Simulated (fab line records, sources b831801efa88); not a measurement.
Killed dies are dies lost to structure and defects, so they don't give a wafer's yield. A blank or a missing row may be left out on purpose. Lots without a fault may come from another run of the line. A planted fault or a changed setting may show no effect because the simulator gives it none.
Problem report in the 8D (eight disciplines) form, filled by code | flow gf180mcu | the parts of the form that need people (team, actions taken, sign-off) are left out

1. THE PROBLEM
NSD_RS at GF_PSD_RS_MEAS_14 reads a mean of 49.80 ohm/sq on 6 wafers of 2 lots; wafers without a fault read 46.15 ohm/sq with a standard deviation of 0.087. That is +42 standard deviations from the usual mean.
The step: measures by four-point-probe.
First seen on wafer L637.3, day 18 14:16, on film_metro-04. The record holds 33 wafers of 11 lots with a number at this step. Rule for "out", or "out of limits": more than 4 standard deviations from the usual mean. The other wafers with a number count as sound.

2. WHAT IT IS AND WHAT IT IS NOT
question                    | is                           | is not
which readings at this step | NSD_RS                       | -
which lots                  | L637, L639                   | L625, L628, L630, L632, L633, L640, L643, L647, L648
which wafers of those lots  | all that have a number       | -
read on which gauges        | film_metro-03, film_metro-04 | film_metro-02
when                        | from day 18 14:16            | up to then (15 sound wafers); but 12 sound wafers of L640, L643, L647, L648 came after

3. SUSPECTS, AND WHAT RULES EACH OUT
Counting: a tool at a process step up to the reading stays a suspect if it ran every lot that is out and no sound lot after the first of them.
- the gauge at GF_PSD_RS_MEAS_14: ruled out. The wafers that are out were read on 2 gauges (film_metro-03, film_metro-04).
- implanter-01 at GF_NSD_IMPLANT_09: kept. It ran every lot that is out, first L637 (day 17 13:41), and no sound lot after that; its last sound lot up to then is L632 (day 15 19:30). Its own readings are out on those wafers: dose_ions_cm2.
- plasma_asher-02 at GF_NSD_STRIP_11 (strips in O2/N2): ruled out as a lasting fault. Sound lots L647 ran on it after its first lot that is out, L637 (day 17 13:58).
Left after counting: implanter-01 at GF_NSD_IMPLANT_09.

4. THE CAUSE (what the simulator had put in)
Process parameter drift: implanter-01, from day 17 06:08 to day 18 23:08, at GF_NSD_IMPLANT_09. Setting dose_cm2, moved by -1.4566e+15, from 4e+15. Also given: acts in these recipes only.
Counting left only this tool.

5. THE CHAIN OF EFFECTS, in route order
Each row: a reading whose mean over the struck wafers that have a number lies more than 3 standard deviations from the usual. Only readings for which the record gives a usual standard deviation are gone through. hours: the time from each lot's start at the first step in this table that gives one to its start at this step, as a median over the lots. sigmas: the change in usual standard deviations.
hours | step              | reading                  | usual        | on struck wafers | change | sigmas
0     | GF_NSD_IMPLANT_09 | dose_ions_cm2            | 4e+15        | 3e+15            | -1e+15 | -99 or more
0     | GF_NSD_STRIP_11   | oes_product_au           | 0.487 a.u.   | 0.508            | +0.021 | +4.4
0     | GF_NSD_STRIP_11   | strip_time_to_endpoint_s | 22.97 s      | 21.25            | -1.72  | -42
25    | GF_PSD_RS_MEAS_14 | NSD_RS                   | 46.15 ohm/sq | 49.80            | +3.65  | +42
The process steps in it:
- GF_NSD_IMPLANT_09
- GF_NSD_STRIP_11: strips in O2/N2.
Later measuring or inspecting steps at which every struck wafer that the step has a row for has a number for every such reading, and none has moved that far: GF_SAB_CD_MEAS_09.

6. WHAT WOULD HAVE CAUGHT IT SOONER
In this record the first reading out of limits at a measuring or inspecting step was taken at day 18 14:16, 32 hours after the fault began at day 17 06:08.
The tool's own readings at GF_NSD_IMPLANT_09 were out on every struck wafer that the step has a row for (dose_ions_cm2): an alarm limit on them would have fired on the first of those.
All the lots that are out (2) had begun GF_NSD_IMPLANT_09 on implanter-01 by day 18 14:16. A hold on the tool at that time would have spared none of them.
